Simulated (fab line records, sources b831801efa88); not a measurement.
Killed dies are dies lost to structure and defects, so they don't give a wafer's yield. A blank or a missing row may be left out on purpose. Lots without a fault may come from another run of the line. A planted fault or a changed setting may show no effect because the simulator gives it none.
One fault seen from 2 desks | flow gf180mcu | each desk has only its own numbers; what lay behind them comes last

THE METROLOGY DESK
What the gauges read, lot by lot, whatever tool the lot ran on: means of the sampled wafers that have a number. A lot is out of limits, marked OUT, if its mean lies more than 4 standard deviations from the usual mean; the brackets give that distance.
Columns: A = V5_CVD_00_THK at GF_V5_THK_MEAS_01, usual 300 nm; B = V5_CVD_02_THK at GF_V5_THK_MEAS_03, usual 1448 nm; C = V5_BOW at GF_V5_BOW_MEAS_05, usual 134 um
lot  | first seen here | A   | B    | C
L128 | day 28 20:10    | 299 | 1450 | 133
L131 | day 29 09:30    | 298 | 1430 | 149
L141 | day 31 21:13    | 296 | 1450 | 137
L140 | day 32 01:46    | 301 | 1435 | 134
L142 | day 32 03:47    | 304 | 1460 | 121
L143 | day 32 11:52    | 301 | 1443 | 155
This desk's finding: nothing out of limits on any of the 6 lots.

THE TOOL OWNER'S DESK: litho_track-02
The tool's own readings at GF_V5_SOFTBAKE_10 (time 60 s): means of the sampled wafers that have a number, for each lot that ran on this tool. A lot is out of limits, marked OUT, if its mean lies more than 4 standard deviations from the usual mean; the brackets give that distance.
Columns: A = heater_power_total_W at GF_V5_SOFTBAKE_10, usual 93.05 W; B = resist_line_temp_C at GF_V5_SOFTBAKE_10, usual 23.02 C; C = run_length_s at GF_V5_SOFTBAKE_10, usual 89.06 s
lot  | first seen here | A               | B     | C
L128 | day 29 06:00    | 93.05           | 22.91 | 88.99
L141 | day 32 05:00    | 96.83 (+68) OUT | 22.89 | 82.38 (-56) OUT
L140 | day 32 10:00    | 96.73 (+66) OUT | 23.09 | 82.33 (-56) OUT
This desk's finding: out of limits on L140, L141; first on L141, day 32 05:00 (heater_power_total_W at GF_V5_SOFTBAKE_10). In limits: L128.

PUT TOGETHER
The tool owner's desk could have raised an alarm at day 32 05:00, on L140, L141.
The metrology desk saw nothing out of limits.
The metrology desk has L140, L141 on record, within its limits.
Of the lots named, all ran GF_V5_SOFTBAKE_10 on litho_track-02.

WHAT THE SIMULATOR HAD PUT IN
Process parameter drift: litho_track-02, from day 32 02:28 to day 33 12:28, at GF_V5_SOFTBAKE_10. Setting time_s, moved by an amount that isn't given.
Lots struck among those shown: L140, L141.
Hours from the fault's start to each desk's first reading out of limits: the tool owner's desk, 3.
